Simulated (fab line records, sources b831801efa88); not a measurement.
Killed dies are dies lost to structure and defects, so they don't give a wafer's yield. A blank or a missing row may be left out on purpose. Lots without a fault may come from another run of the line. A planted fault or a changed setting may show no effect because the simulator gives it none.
A struck lot beside a sound one | flow sky130 | 15 steps out of a route of 708
Sound: wafers L177.1, L177.2, L177.4. Struck: wafers L185.2, L185.3, L185.4. The cause comes at the end.
At each step with rows: each side's tool, then ch and its chambers, then its first start. Under that, the readings that differ: sound wafers | struck wafers | difference of the means | sigmas: that difference in standard deviations of wafers without a fault.
alike: readings whose means differ by less than 2 such deviations, and words and numbers that are the same on both sides. not compared: withheld readings, readings that some wafer has no value for, bounds like >300 that may hide the same value, and numbers for which the record gives no deviation and whose values overlap.
The two part at a step that has a row with sigmas, a row that says differs or no value, or rows on one side only. Numbers that don't overlap but have no deviation are shown without sigmas and don't part them. A reading that every wafer of one side lacks parts them only if that side has two wafers or more.

SKY_VIA3_ETCH_14: etches BARC in N2/H2, stops on SiO2, time 45.9 s, target depth 60 nm.
  sound on rie_diel-02 ch 0,1,2, day 41 00:44; struck on rie_diel-02 ch 0,1,2, day 43 16:13
  alike: bias_w, drypump_motor_current_A, oes_product_au, throttle_valve_pct
  not compared: rf_hours_counter_h
then, 5 steps without rows for these wafers: SKY_VIA3_ETCH_15 (etches SiO2 in C4F8/O2/Ar, stops on TiN, target depth 507 nm, time 78 s); SKY_VIA3_STRIP_16 (strips in O2/N2); SKY_VIA3_STRIP_17 (strips in post etch residue remover, time 1200 s); SKY_VIA3_CLEAN_18 (cleans in IPA, time 180 s); SKY_VIA3_CLEAN_19 (cleans in O3/DIW).
SKY_VIA3_SPUTTER_20: material TiN, target thk 20 nm, time 80 s.
  sound on pvd_sputter-02, day 41 01:26; struck on pvd_sputter-04, day 43 16:56
  alike: chamber_pressure_pa, throttle_valve_pct
SKY_VIA3_CVD_21: deposits W, target thk 390 nm, time 117.31 s.
  sound on cvd_w-02 ch 0,1, day 41 01:29; struck on cvd_w-02 ch 0,1, day 43 17:00
  alike: heater_power_w
SKY_VIA3_RS_MEAS_22: measures by four-point-probe.
  sound on film_metro-03, day 41 01:38; struck on film_metro-03, day 43 17:08
  alike: VIA3_W_RS
SKY_VIA3_THK_MEAS_23: measures by xrf.
  sound on film_metro-03, day 41 01:46; struck on film_metro-03, day 43 17:15
  alike: VIA3_W_THK
SKY_VIA3_CMP_24: polishes, stops on SiO2, t overpolish 20 s, target thk 0 nm.
  sound on cmp-02 ch 1,2,3, day 41 01:49; struck on cmp-02 ch 0,1,3, day 43 17:18
  alike: motor_current_A, overpolish_run_s, slurry_filter_dp_kPa, time_to_endpoint_s
then, 1 step without rows for these wafers: SKY_METAL4_SPUTTER_00 (material Ti, target thk 15 nm, time 10 s).
SKY_METAL4_SPUTTER_01: material TiN, target thk 20 nm, time 16.7 s.
  sound on pvd_sputter-04, day 41 02:08; struck on pvd_sputter-03, day 43 17:37
  reading                                    | sound             | struck            | difference | sigmas
  model.TiN_of_METAL4_SPUTTER_01.thk_nm (nm) | 20.22 19.58 19.86 | 34.18 34.17 34.39 | +14.36     |
  alike: chamber_pressure_pa, throttle_valve_pct
SKY_METAL4_SPUTTER_02: material AlCu, target thk 735 nm, time 39.1 s.
  sound on pvd_sputter-04, day 41 02:10; struck on pvd_sputter-03, day 43 17:39
  alike: chamber_pressure_pa, throttle_valve_pct
SKY_PAD_OPEN_PROBE_99:
  the record has rows for the sound wafers here (prober-02, day 46 22:57) and none for the struck ones

WHERE THEY PART
Only at SKY_PAD_OPEN_PROBE_99, within this record.

WHY: what the simulator had put in
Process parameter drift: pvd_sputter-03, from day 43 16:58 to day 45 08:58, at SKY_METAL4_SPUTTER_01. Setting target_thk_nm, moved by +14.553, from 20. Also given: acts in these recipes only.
